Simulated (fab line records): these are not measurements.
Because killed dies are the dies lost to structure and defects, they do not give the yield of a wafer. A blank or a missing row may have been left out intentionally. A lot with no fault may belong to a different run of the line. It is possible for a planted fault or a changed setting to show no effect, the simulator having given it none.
8D (eight disciplines) problem report, filled in by code ; flow sky130 ; the parts of the form that need people (team, actions taken, sign-off) are left out

1. THE ISSUE
runLengthS at SKY_FIELD_ISO_WET_ETCH_28 reads a mean of 110 s on 6 wafers of 2 lots; wafers without a fault read 76 s with a standard deviation of 3.3. That is +10 standard deviations from the usual mean.
The step: etches SiO2 in dHF, target depth 23.7 nm, time 47 s.
First seen on wafer L597.1, day 6 17:23, on wetBench-04. Wafers with a number at this step in the record: 18, from 6 lots. Rule for "out" (also "out of limits"): further than 4 standard deviations from the usual mean. The other wafers with a number count as sound.

2. WHAT IT IS; WHAT IT IS NOT
question;is;is not
which readings at this step;runLengthS;-
which lots;L597, L598;L580, L583, L595, L596
which wafers of those lots;all that have a number;-
read on which tools;wetBench-04;wetBench-01, wetBench-02
when;from day 6 17:23;up to then (12 sound wafers)

3. WHAT RULES OUT EACH SUSPECT
Counting: a tool at any process step up to the reading remains a suspect when it ran all the lots that are out and ran no sound lot after the first of those.
- plasmaAsher-04 at SKY_FIELD_ISO_STRIP_16 (strips in O2/N2): kept. It processed each lot that is out, first L597 at day 6 12:40, and no sound lot thereafter; up to then, the last sound lot it processed was L595 at day 6 03:16.
- rieSi-02 at SKY_FIELD_ISO_ETCH_17 (etches Si in HBr/Cl2/O2, target depth 342 nm, time 97.7 s): kept. It processed each lot that is out, first L597 at day 6 12:46, and no sound lot thereafter; up to then, the last sound lot it processed was L595 at day 6 03:22.
- wetBench-04 at SKY_FIELD_ISO_WET_ETCH_28 (etches SiO2 in dHF, target depth 23.7 nm, time 47 s): kept. It processed each lot that is out, first L597 at day 6 17:23, and no sound lot thereafter; up to then, the last sound lot it processed was L580 at day 3 16:20. Its own runLengthS readings are out on those wafers.
The count leaves plasmaAsher-04 at SKY_FIELD_ISO_STRIP_16, rieSi-02 at SKY_FIELD_ISO_ETCH_17, and wetBench-04 at SKY_FIELD_ISO_WET_ETCH_28.

4. THE CAUSE (what the simulator had put in)
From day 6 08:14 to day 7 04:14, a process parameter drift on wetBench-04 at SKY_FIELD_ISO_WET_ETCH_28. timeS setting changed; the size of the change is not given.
3 suspects survive the count, and this tool is in that group.

5. THE EFFECT CHAIN, in route order
Each row: a reading where the mean over the struck wafers with a number is more than 3 standard deviations away from the usual. Only readings for which the record gives a usual standard deviation are gone through. hours: the time from each lot's start at the first step in this table that gives one to its start at this step, as a median over the lots. sigmas: the change in usual standard deviations.
hours;step;reading;usual;on struck wafers;change;sigmas
0;SKY_FIELD_ISO_WET_ETCH_28;runLengthS;76 s;110;+34;+10
Here are the process steps it includes:
- SKY_FIELD_ISO_WET_ETCH_28: etches SiO2 in dHF, target depth 23.7 nm, time 47 s.
Later measuring or inspecting steps at which every struck wafer that the step has a row for has a number for every such reading, and none has moved that far: SKY_NWELL_THK_MEAS_02, SKY_DNWELL_TW_MEAS_09, SKY_PWDE_OVL_MEAS_07, SKY_PWDE_TW_MEAS_10.

6. HOW IT WOULD HAVE BEEN CAUGHT EARLIER
The fault began at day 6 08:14; the first out-of-limits reading in this record came at day 6 17:23, 9 hours later.
